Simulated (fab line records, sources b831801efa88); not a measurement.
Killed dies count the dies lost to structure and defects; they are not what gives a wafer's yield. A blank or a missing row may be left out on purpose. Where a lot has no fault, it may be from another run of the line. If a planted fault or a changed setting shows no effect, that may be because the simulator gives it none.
fab line records | flow sky130 | part 1 of 2: steps 1 to 24 of 35
[record] lots = 5 wafers = 15 last_day = 50
route steps=708 shown VT_ADJUST_LVTN@111 VT_ADJUST_NCORE@119 VT_ADJUST_HVTR@131 VT_ADJUST_PCH@143
lots that met no fault: taken from a fault-free run of the same line
start_h: hours from the record's first day to the start of the lot's first wafer shown | wait_h: time in hours since the lot's previous step | " identical to the entry in the row above | L1.1+2: a single row standing in for several wafers | - no value, or no start was given | * or withheld: withheld | < > ~ a bound
route shown NAME@n: names a module that has steps shown in the file, with the first one's number in the route | usual: mean/standard deviation taken from wafers without a fault | same: alike in all rows | chamber/n: place in a boat | sites: readings site by site | _std_site: how widely they spread, as a standard deviation | _edge_site: mean of outer sites minus mean of inner sites | radius_mm: how far each site lies from the wafer's centre | mask NAME#n: copy n | behind: tool/chamber where the wafer was last shaped | hold: why the lot went on hold/how many hours it stayed there/how the hold came to an end | device: which transistor (n, p or np) failed to switch | end of line: tests run on the same wafers once the route is complete | a step given without rows: its recipe and nothing more | killed: the dies lost at the first sort to structure and to defects; this is not the yield of the wafer | map: a wafer's dies, marking killed ones x, the rest . and places with no die _
set.NAME: setting as actually run; set.NAME@STEP: the setting as run at that earlier step | model.NAME: the simulator's own value behind a step, which no gauge read
certain route steps with their lots: each step a table, each wafer a row
services: the hour from which a tool's chamber was out of use, counted from the record's first day as start_h (under 0 if before that day), plus the number of hours and why
[[steps]]
[step SKY_VT_ADJUST_LVTN_SOFTBAKE_14]
[recipe] temp_c = 90 time_s = 60 resist = NOVOLAK
[usual] heater_power_total_W = 56.60/0.047
// columns lot.wafer tool chamber start_h wait_h heater_power_total_W
L076.1 litho_track-01 0 159.35 0.1 56.62
L076.4 " 0 " " 56.59
L076.5 " 0 " " 56.61
L082.1 litho_track-04 0 216.34 0.1 56.59
L082.5 " 0 " " 56.53
L082.6 " 0 " " 56.57
L086.1 litho_track-04 0 237.09 0.1 56.66
L086.3 " 0 " " 56.60
L086.6 " 0 " " 56.54
L088.2 litho_track-01 0 249.72 0.1 56.63
L088.4 " 0 " " 56.53
L088.5 " 0 " " 56.60
L096.4 litho_track-03 0 300.20 0.1 56.60
L096.5 " 0 " " 56.47
L096.6 " 0 " " 56.54
[step SKY_VT_ADJUST_LVTN_EXPOSE_15]
[recipe] mask_id = HVN_STD_DERIVED na = 0.6 source_shape = conventional sigma_outer = 0.6 polarization = unpolarized target_cd_nm = 600 dose_mj = 163
[usual] exposure_dose_mJ_cm2 = 163.04/0.16 reticle_temp_C = 23.02/0.13
// columns lot.wafer tool chamber start_h wait_h mask exposure_dose_mJ_cm2 reticle_temp_C
L076.1 iline_stepper-01 0 - - HVN_STD_DERIVED#0 163.00 23.13
L076.4 " 0 " " HVN_STD_DERIVED#0 163.01 23.25
L076.5 " 0 " " HVN_STD_DERIVED#0 162.85 23.16
L082.1 iline_stepper-01 0 - - HVN_STD_DERIVED#0 163.22 23.06
L082.5 " 0 " " HVN_STD_DERIVED#0 163.05 23.01
L082.6 " 0 " " HVN_STD_DERIVED#0 163.00 23.03
L086.1 iline_stepper-01 0 - - HVN_STD_DERIVED#0 162.67 22.81
L086.3 " 0 " " HVN_STD_DERIVED#0 162.96 22.87
L086.6 " 0 " " HVN_STD_DERIVED#0 162.75 22.80
L088.2 iline_stepper-01 0 - - HVN_STD_DERIVED#0 162.95 22.90
L088.4 " 0 " " HVN_STD_DERIVED#0 163.00 22.91
L088.5 " 0 " " HVN_STD_DERIVED#0 162.99 22.85
L096.4 iline_stepper-02 0 - - HVN_STD_DERIVED#0 163.18 22.92
L096.5 " 0 " " HVN_STD_DERIVED#0 163.03 22.97
L096.6 " 0 " " HVN_STD_DERIVED#0 163.05 22.85
[step SKY_VT_ADJUST_LVTN_PEB_16]
[recipe] temp_c = withheld time_s = * resist = NOVOLAK
// columns lot.wafer tool chamber start_h wait_h
L076.1+4+5 litho_track-03 0 - -
L082.1+5+6 litho_track-04 0 - -
L086.1+3+6 litho_track-01 0 - -
L088.2+4+5 litho_track-01 0 - -
L096.4+5+6 litho_track-01 0 - -
[step SKY_VT_ADJUST_LVTN_DEVELOP_17]
[recipe] resist = NOVOLAK developer = TMAH develop_time_s = 60 dev_temp_c = 23
// columns lot.wafer tool chamber start_h wait_h
L076.1+4+5 litho_track-03 0 168.93 0.1
L082.1+5+6 litho_track-04 0 227.29 0.1
L086.1+3+6 litho_track-01 0 248.50 0.1
L088.2+4+5 litho_track-01 0 261.97 0.1
L096.4+5+6 litho_track-01 0 312.82 0.1
[step SKY_VT_ADJUST_LVTN_OVL_MEAS_18]
[usual] VT_ADJUST_LVTN_01_OVL = 0.8/1.2
// columns lot.wafer tool chamber start_h wait_h VT_ADJUST_LVTN_01_OVL[nm]
L076.1 overlay-02 - 169.08 0.1 -0.3
L076.4 " - " " 1.3
L076.5 " - " " -0.1
L082.1 overlay-02 - 227.44 0.1 -0.8
L082.5 " - " " 0.0
L082.6 " - " " 0.5
L086.1 overlay-01 - 248.65 0.1 1.9
L086.3 " - " " 1.2
L086.6 " - " " 3.3
L088.2 overlay-01 - 262.10 0.1 3.7
L088.4 " - " " 1.4
L088.5 " - " " 1.7
L096.4 overlay-01 - 312.91 0.1 -0.3
L096.5 " - " " 1.2
L096.6 " - " " -0.6
[step SKY_VT_ADJUST_LVTN_IMPLANT_19]
[recipe] species = B energy_kev = 30 dose_cm2 = 6.5e+11 tilt_deg = withheld
[usual] dose_ions_cm2 = 6.5e+11/7.8e+08 end_station_pressure_torr = 4.98e-06/2.6e-07
// columns lot.wafer tool chamber start_h wait_h dose_ions_cm2 end_station_pressure_torr
L076.1 implanter-04 0 169.11 0.0 6.51e+11 5.27e-06
L076.4 " 0 " " 6.505e+11 5.19e-06
L076.5 " 0 " " 6.503e+11 5.52e-06
L082.1 implanter-03 0 227.47 0.0 6.486e+11 5.2e-06
L082.5 " 0 " " 6.5e+11 4.87e-06
L082.6 " 0 " " 6.493e+11 4.67e-06
L086.1 implanter-01 0 248.68 0.0 6.498e+11 5.5e-06
L086.3 " 0 " " 6.508e+11 5.07e-06
L086.6 " 0 " " 6.496e+11 4.65e-06
L088.2 implanter-03 0 262.16 0.0 6.497e+11 4.46e-06
L088.4 " 0 " " 6.499e+11 5.17e-06
L088.5 " 0 " " 6.491e+11 4.77e-06
L096.4 implanter-04 0 313.01 0.1 6.497e+11 4.93e-06
L096.5 " 0 " " 6.495e+11 4.78e-06
L096.6 " 0 " " 6.5e+11 5.44e-06
[step SKY_VT_ADJUST_LVTN_STRIP_20]
[recipe] chemistry = O2/N2 power_w = 1400 pressure_mtorr = 1500 platen_temp_c = withheld o2_flow_sccm = 3000 n2_flow_sccm = 300 overash_fraction = 0.5
[usual] drypump_motor_current_A = 5.7/0.4 oes_product_au = 0.715/0.0049 strip_time_to_endpoint_s = 14.19/0.045
// columns lot.wafer tool chamber start_h wait_h drypump_motor_current_A oes_product_au rf_hours_counter_h strip_time_to_endpoint_s
L076.1 plasma_asher-01 0 169.26 0.1 5.3 0.705 5 14.20
L076.4 " 1 " " 6.0 0.706 - 14.16
L076.5 " 0 " " 5.3 0.715 - 14.20
L082.1 plasma_asher-02 1 227.62 0.1 6.2 0.718 54 14.13
L082.5 " 0 " " 5.8 0.717 - 14.12
L082.6 " 1 " " 6.2 0.718 - 14.12
L086.1 plasma_asher-01 0 248.83 0.1 5.3 0.717 9 14.28
L086.3 " 0 " " 5.3 0.711 - 14.24
L086.6 " 1 " " 6.1 0.715 - 14.24
L088.2 plasma_asher-03 1 262.28 0.1 5.1 0.720 58 14.13
L088.4 " 1 " " 5.0 0.714 - 14.15
L088.5 " 1 " " 5.1 0.711 - 14.10
L096.4 plasma_asher-01 1 313.12 0.1 6.1 0.714 - 14.15
L096.5 " 0 " " 5.3 0.719 - 14.23
L096.6 " 1 " " 6.0 0.713 - 14.20
[step SKY_VT_ADJUST_LVTN_TW_MEAS_21]
[usual] VT_ADJUST_LVTN_2_TW = 187.0/2
// columns lot.wafer tool chamber start_h wait_h VT_ADJUST_LVTN_2_TW
L076.1 film_metro-04 - 169.36 0.1 188.5
L076.4 " - " " 189.0
L076.5 " - " " 188.5
L082.1 film_metro-03 - 227.72 0.1 184.9
L082.5 " - " " 184.9
L082.6 " - " " 184.7
L086.1 film_metro-03 - 248.93 0.1 183.8
L086.3 " - " " 184.6
L086.6 " - " " 185.7
L088.2 film_metro-04 - 262.39 0.1 188.9
L088.4 " - " " 189.3
L088.5 " - " " 187.6
L096.4 film_metro-03 - 313.21 0.1 185.0
L096.5 " - " " 185.3
L096.6 " - " " 184.0
[step SKY_VT_ADJUST_NCORE_DEHYDRATE_00]
[recipe] temp_c = 200 time_s = 60
[usual] heater_power_total_W = 160.35/0.13
// columns lot.wafer tool chamber start_h wait_h heater_power_total_W
L076.1 litho_track-02 0 179.16 9.8 160.48
L076.4 " 0 " " 160.33
L076.5 " 0 " " 160.47
L082.1 litho_track-01 0 238.55 10.8 160.32
L082.5 " 0 " " 160.22
L082.6 " 0 " " 160.32
L086.1 litho_track-01 0 259.45 10.5 160.35
L086.3 " 0 " " 160.56
L086.6 " 0 " " 160.41
L088.2 litho_track-03 0 273.35 10.9 160.21
L088.4 " 0 " " 160.24
L088.5 " 0 " " 160.26
L096.4 litho_track-02 0 325.94 12.7 160.38
L096.5 " 0 " " 160.25
L096.6 " 0 " " 160.15
[step SKY_VT_ADJUST_NCORE_HMDS_01]
[recipe] prime_time_s = 60 prime_temp_c = 120
[usual] prime_temp_c = 120.01/0.11
// columns lot.wafer tool chamber start_h wait_h prime_temp_c
L076.1 litho_track-02 0 179.31 0.1 119.89
L076.4 " 0 " " 119.89
L076.5 " 0 " " 119.87
L082.1 litho_track-01 0 238.70 0.1 120.15
L082.5 " 0 " " 120.10
L082.6 " 0 " " 120.10
L086.1 litho_track-01 0 259.60 0.1 119.86
L086.3 " 0 " " 119.76
L086.6 " 0 " " 120.05
L088.2 litho_track-03 0 273.50 0.1 120.01
L088.4 " 0 " " 119.99
L088.5 " 0 " " 120.18
L096.4 litho_track-02 0 326.09 0.1 119.93
L096.5 " 0 " " 120.05
L096.6 " 0 " " 119.79
[step SKY_VT_ADJUST_NCORE_COAT_02]
[recipe] resist = NOVOLAK spin_rpm = 3000 resist_thk_nm = 1140
// columns lot.wafer tool chamber start_h wait_h
L076.1+4+5 litho_track-02 0 179.46 0.1
L082.1+5+6 litho_track-01 0 238.85 0.1
L086.1+3+6 litho_track-01 0 259.75 0.1
L088.2+4+5 litho_track-03 0 273.65 0.1
L096.4+5+6 litho_track-02 0 326.24 0.1
[step SKY_VT_ADJUST_NCORE_SOFTBAKE_03]
[recipe] temp_c = 90 time_s = 60 resist = NOVOLAK
[usual] heater_power_total_W = 56.60/0.043
// columns lot.wafer tool chamber start_h wait_h heater_power_total_W
L076.1 litho_track-02 0 179.61 0.1 56.51
L076.4 " 0 " " 56.57
L076.5 " 0 " " 56.64
L082.1 litho_track-01 0 239.00 0.1 56.56
L082.5 " 0 " " 56.64
L082.6 " 0 " " 56.57
L086.1 litho_track-01 0 259.90 0.1 56.61
L086.3 " 0 " " 56.57
L086.6 " 0 " " 56.57
L088.2 litho_track-03 0 273.80 0.1 56.64
L088.4 " 0 " " 56.59
L088.5 " 0 " " 56.60
L096.4 litho_track-02 0 326.39 0.1 56.58
L096.5 " 0 " " 56.53
L096.6 " 0 " " 56.59
[step SKY_VT_ADJUST_NCORE_EXPOSE_04]
[recipe] mask_id = LVTN_COMPLEMENT_THIN na = 0.6 source_shape = conventional sigma_outer = 0.6 polarization = unpolarized target_cd_nm = 380 dose_mj = 137.9
[usual] exposure_dose_mJ_cm2 = 138.99/0.14 reticle_temp_C = 23.01/0.12
// columns lot.wafer tool chamber start_h wait_h mask exposure_dose_mJ_cm2 reticle_temp_C
L076.1 iline_stepper-01 0 - - LVTN_COMPLEMENT_THIN#0 139.01 23.21
L076.4 " 0 " " LVTN_COMPLEMENT_THIN#0 138.95 23.15
L076.5 " 0 " " LVTN_COMPLEMENT_THIN#0 138.96 23.15
L082.1 iline_stepper-01 0 - - LVTN_COMPLEMENT_THIN#0 138.92 23.01
L082.5 " 0 " " LVTN_COMPLEMENT_THIN#0 139.18 23.25
L082.6 " 0 " " LVTN_COMPLEMENT_THIN#0 139.11 23.24
L086.1 iline_stepper-01 0 - - LVTN_COMPLEMENT_THIN#0 139.23 22.90
L086.3 " 0 " " LVTN_COMPLEMENT_THIN#0 139.21 22.98
L086.6 " 0 " " LVTN_COMPLEMENT_THIN#0 139.26 23.05
L088.2 iline_stepper-02 0 - - LVTN_COMPLEMENT_THIN#0 138.98 23.08
L088.4 " 0 " " LVTN_COMPLEMENT_THIN#0 138.93 23.09
L088.5 " 0 " " LVTN_COMPLEMENT_THIN#0 138.73 23.16
L096.4 iline_stepper-02 0 - - LVTN_COMPLEMENT_THIN#0 138.94 23.18
L096.5 " 0 " " LVTN_COMPLEMENT_THIN#0 138.96 23.23
L096.6 " 0 " " LVTN_COMPLEMENT_THIN#0 138.90 23.22
[step SKY_VT_ADJUST_NCORE_PEB_05]
[recipe] temp_c = withheld time_s = * resist = NOVOLAK
// columns lot.wafer tool chamber start_h wait_h
L076.1+4+5 litho_track-02 0 - -
L082.1+5+6 litho_track-03 0 - -
L086.1+3+6 litho_track-01 0 - -
L088.2+4+5 litho_track-03 0 - -
L096.4+5+6 litho_track-01 0 - -
[step SKY_VT_ADJUST_NCORE_DEVELOP_06]
[recipe] resist = NOVOLAK developer = TMAH develop_time_s = 60 dev_temp_c = 23
// columns lot.wafer tool chamber start_h wait_h
L076.1+4+5 litho_track-02 0 189.46 0.1
L082.1+5+6 litho_track-03 0 249.88 0.1
L086.1+3+6 litho_track-01 0 271.45 0.1
L088.2+4+5 litho_track-03 0 285.55 0.1
L096.4+5+6 litho_track-01 0 339.52 0.1
[step SKY_VT_ADJUST_NCORE_CD_MEAS_07]
[recipe] target_cd_nm = 380
[usual] cd_nm = 379.4/3
// columns lot.wafer tool chamber start_h wait_h cd_nm
L076.1 cd_sem-01 - 189.61 0.1 379.9
L076.4 " - " " 378.6
L076.5 " - " " 377.4
L082.1 cd_sem-02 - 250.03 0.1 374.4
L082.5 " - " " 376.3
L082.6 " - " " 375.2
L086.1 cd_sem-01 - 271.60 0.1 379.9
L086.3 " - " " 380.9
L086.6 " - " " 381.5
L088.2 cd_sem-01 - 285.70 0.1 376.1
L088.4 " - " " 376.6
L088.5 " - " " 373.6
L096.4 cd_sem-01 - 339.66 0.1 377.4
L096.5 " - " " 379.5
L096.6 " - " " 380.0
[step SKY_VT_ADJUST_NCORE_OVL_MEAS_08]
[usual] VT_ADJUST_NCORE_OVL = -0.8/1.4
// columns lot.wafer tool chamber start_h wait_h VT_ADJUST_NCORE_OVL[nm]
L076.1 overlay-01 - 189.73 0.1 -3.1
L076.4 " - " " -1.4
L076.5 " - " " -2.3
L082.1 overlay-01 - 250.15 0.1 -2.5
L082.5 " - " " -2.1
L082.6 " - " " -3.1
L086.1 overlay-01 - 271.72 0.1 -1.0
L086.3 " - " " -1.4
L086.6 " - " " -1.3
L088.2 overlay-01 - 285.80 0.1 -0.1
L088.4 " - " " -0.7
L088.5 " - " " -0.9
L096.4 overlay-01 - 339.73 0.1 -3.3
L096.5 " - " " -2.2
L096.6 " - " " -2.5
[step SKY_VT_ADJUST_NCORE_IMPLANT_09]
[recipe] species = B energy_kev = 10 dose_cm2 = 2.4e+12 tilt_deg = withheld
[usual] dose_ions_cm2 = 2.3995e+12/2.6e+09 end_station_pressure_torr = 5e-06/2.8e-07
// columns lot.wafer tool chamber start_h wait_h dose_ions_cm2 end_station_pressure_torr
L076.1 implanter-04 0 189.77 0.0 2.3975e+12 5.22e-06
L076.4 " 0 " " 2.3915e+12 4.72e-06
L076.5 " 0 " " 2.3968e+12 5.49e-06
L082.1 implanter-04 0 250.18 0.0 2.4016e+12 5.3e-06
L082.5 " 0 " " 2.3995e+12 5.49e-06
L082.6 " 0 " " 2.4006e+12 5.1e-06
L086.1 implanter-02 0 271.75 0.0 2.4017e+12 5e-06
L086.3 " 0 " " 2.4014e+12 5.36e-06
L086.6 " 0 " " 2.3994e+12 4.75e-06
L088.2 implanter-03 0 285.86 0.0 2.3992e+12 5.06e-06
L088.4 " 0 " " 2.398e+12 5.01e-06
L088.5 " 0 " " 2.3987e+12 5.15e-06
L096.4 implanter-03 0 339.83 0.1 2.3979e+12 5.3e-06
L096.5 " 0 " " 2.4018e+12 4.96e-06
L096.6 " 0 " " 2.4069e+12 5.23e-06
[step SKY_VT_ADJUST_NCORE_STRIP_10]
[recipe] chemistry = O2/N2 power_w = 1400 pressure_mtorr = 1500 platen_temp_c = withheld o2_flow_sccm = 3000 n2_flow_sccm = 300 overash_fraction = 0.5
[usual] drypump_motor_current_A = 5.3/0.51 oes_product_au = 0.715/0.0046 strip_time_to_endpoint_s = 14.18/0.042
// columns lot.wafer tool chamber start_h wait_h drypump_motor_current_A oes_product_au rf_hours_counter_h strip_time_to_endpoint_s
L076.1 plasma_asher-03 1 189.92 0.1 5.0 0.712 51 14.18
L076.4 " 0 " " 6.0 0.728 - 14.16
L076.5 " 0 " " 6.0 0.723 - 14.16
L082.1 plasma_asher-01 1 250.33 0.1 6.1 0.711 9 14.17
L082.5 " 1 " " 6.0 0.709 - 14.15
L082.6 " 0 " " 5.3 0.716 - 14.19
L086.1 plasma_asher-04 0 271.90 0.1 5.0 0.710 46 14.20
L086.3 " 1 " " 4.7 0.718 - 14.18
L086.6 " 1 " " 4.7 0.727 - 14.17
L088.2 plasma_asher-04 1 285.98 0.1 4.7 0.715 47 14.22
L088.4 " 1 " " 4.7 0.710 - 14.26
L088.5 " 1 " " 4.7 0.709 - 14.26
L096.4 plasma_asher-04 0 339.94 0.1 5.0 0.712 - 14.17
L096.5 " 0 " " 5.0 0.720 - 14.17
L096.6 " 1 " " 4.7 0.705 - 14.15
[step SKY_VT_ADJUST_NCORE_TW_MEAS_11]
[usual] VT_ADJUST_NCORE_TW = 219.0/1.9
// columns lot.wafer tool chamber start_h wait_h VT_ADJUST_NCORE_TW
L076.1 film_metro-02 - 190.02 0.1 217.4
L076.4 " - " " 218.0
L076.5 " - " " 217.0
L082.1 film_metro-03 - 250.43 0.1 216.8
L082.5 " - " " 216.8
L082.6 " - " " 217.2
L086.1 film_metro-02 - 272.00 0.1 217.6
L086.3 " - " " 219.3
L086.6 " - " " 218.1
L088.2 film_metro-02 - 286.09 0.1 218.0
L088.4 " - " " 218.6
L088.5 " - " " 218.3
L096.4 film_metro-02 - 340.03 0.1 219.1
L096.5 " - " " 219.2
L096.6 " - " " 219.0
[step SKY_VT_ADJUST_HVTR_DEHYDRATE_00]
[recipe] temp_c = 200 time_s = 60
[usual] heater_power_total_W = 160.37/0.11
// columns lot.wafer tool chamber start_h wait_h heater_power_total_W
L076.1 litho_track-04 0 199.44 9.4 160.49
L076.4 " 0 " " 160.21
L076.5 " 0 " " 160.38
L082.1 litho_track-04 0 261.84 11.4 160.39
L082.5 " 0 " " 160.44
L082.6 " 0 " " 160.25
L086.1 litho_track-03 0 283.83 11.8 160.52
L086.3 " 0 " " 160.59
L086.6 " 0 " " 160.30
L088.2 litho_track-03 0 297.85 11.7 160.25
L088.4 " 0 " " 160.34
L088.5 " 0 " " 160.42
L096.4 litho_track-03 0 353.45 13.4 160.47
L096.5 " 0 " " 160.48
L096.6 " 0 " " 160.40
[step SKY_VT_ADJUST_HVTR_HMDS_01]
[recipe] prime_time_s = 60 prime_temp_c = 120
[usual] prime_temp_c = 119.98/0.14
// columns lot.wafer tool chamber start_h wait_h prime_temp_c
L076.1 litho_track-04 0 199.59 0.1 120.15
L076.4 " 0 " " 120.00
L076.5 " 0 " " 119.93
L082.1 litho_track-04 0 261.99 0.1 119.69
L082.5 " 0 " " 119.71
L082.6 " 0 " " 119.71
L086.1 litho_track-03 0 283.98 0.1 120.01
L086.3 " 0 " " 119.76
L086.6 " 0 " " 120.02
L088.2 litho_track-03 0 298.00 0.1 119.94
L088.4 " 0 " " 119.92
L088.5 " 0 " " 119.91
L096.4 litho_track-03 0 353.60 0.1 119.82
L096.5 " 0 " " 119.79
L096.6 " 0 " " 119.90
[step SKY_VT_ADJUST_HVTR_COAT_02]
[recipe] resist = NOVOLAK spin_rpm = 3000 resist_thk_nm = 1140
// columns lot.wafer tool chamber start_h wait_h
L076.1+4+5 litho_track-04 0 199.74 0.1
L082.1+5+6 litho_track-04 0 262.14 0.1
L086.1+3+6 litho_track-03 0 284.13 0.1
L088.2+4+5 litho_track-03 0 298.15 0.1
L096.4+5+6 litho_track-03 0 353.75 0.1
[step SKY_VT_ADJUST_HVTR_SOFTBAKE_03]
[recipe] temp_c = 90 time_s = 60 resist = NOVOLAK
[usual] heater_power_total_W = 56.60/0.039
// columns lot.wafer tool chamber start_h wait_h heater_power_total_W
L076.1 litho_track-04 0 199.89 0.1 56.65
L076.4 " 0 " " 56.53
L076.5 " 0 " " 56.49
L082.1 litho_track-04 0 262.29 0.1 56.58
L082.5 " 0 " " 56.58
L082.6 " 0 " " 56.61
L086.1 litho_track-03 0 284.28 0.1 56.62
L086.3 " 0 " " 56.58
L086.6 " 0 " " 56.60
L088.2 litho_track-03 0 298.30 0.1 56.66
L088.4 " 0 " " 56.65
L088.5 " 0 " " 56.60
L096.4 litho_track-03 0 353.90 0.1 56.56
L096.5 " 0 " " 56.58
L096.6 " 0 " " 56.65
